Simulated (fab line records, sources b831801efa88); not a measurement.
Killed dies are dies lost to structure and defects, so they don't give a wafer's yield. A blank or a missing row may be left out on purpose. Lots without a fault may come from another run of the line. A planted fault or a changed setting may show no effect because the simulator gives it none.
Which tool did it? | flow sky130 | 13 lots, 39 wafers sampled, at 1 step of a route of 708

WHAT THE GAUGES READ, wafer by wafer
SKY_FIELD_ISO_THK_MEAS_04. Usual: FIELD_ISO_CVD_03_THK 165.3 nm, standard deviation 1.5.
lot  | measured    | on            | FIELD_ISO_CVD_03_THK (nm) | flag
L365 | day 1 15:41 | film_metro-01 | 164.4 164.2 165.5         |
L366 | day 1 19:48 | film_metro-03 | 166.7 167.0 165.6         |
L368 | day 2 06:34 | film_metro-03 | 162.7 164.0 163.7         |
L369 | day 2 11:05 | film_metro-03 | 168.0 167.9 166.8         |
L372 | day 3 05:34 | film_metro-03 | 162.1 163.4 163.3         |
L373 | day 3 08:25 | film_metro-01 | 164.9 165.0 164.4         |
L374 | day 3 11:23 | film_metro-04 | 163.1 164.1 162.7         |
L375 | day 3 15:29 | film_metro-04 | 165.2 164.9 165.0         |
L379 | day 4 11:59 | film_metro-04 | 164.9 164.1 163.8         |
L381 | day 4 21:54 | film_metro-04 | 166.0 165.4 165.7         |
L382 | day 5 03:12 | film_metro-01 | 162.8 162.9 163.9         |
L386 | day 6 00:01 | film_metro-01 | 166.7 165.9 164.9         |
L387 | day 6 04:47 | film_metro-03 | 167.2 168.4 166.7         |

WHICH TOOL RAN EACH LOT (tool, then ch and the chambers of the sampled wafers, then the start)
The record holds no process step before these readings.

WHAT THE TOOLS THEMSELVES READ (means of the sampled wafers that have a number; where no wafer has one, the mark that the record gives instead)
The record holds no such reading with a usual standard deviation.

THE ANSWER, worked out from the rows above alone
Rule: a lot is off if the mean of its wafers that have a number lies more than 3 standard deviations from the usual mean. A lot without any number at a reading at which 4 lots or more have one is off too. The other lots that the step has rows for count as sound. The gauges are gone through in route order, then the tools' own readings, and for those a lot's mean is taken as printed above. The first step at which some lot is off is used, and at that step the reading that is off furthest; a lot without a number counts as furthest.
No lot is off at any reading shown: from this, nothing can be told.

WHAT THE SIMULATOR HAD PUT IN
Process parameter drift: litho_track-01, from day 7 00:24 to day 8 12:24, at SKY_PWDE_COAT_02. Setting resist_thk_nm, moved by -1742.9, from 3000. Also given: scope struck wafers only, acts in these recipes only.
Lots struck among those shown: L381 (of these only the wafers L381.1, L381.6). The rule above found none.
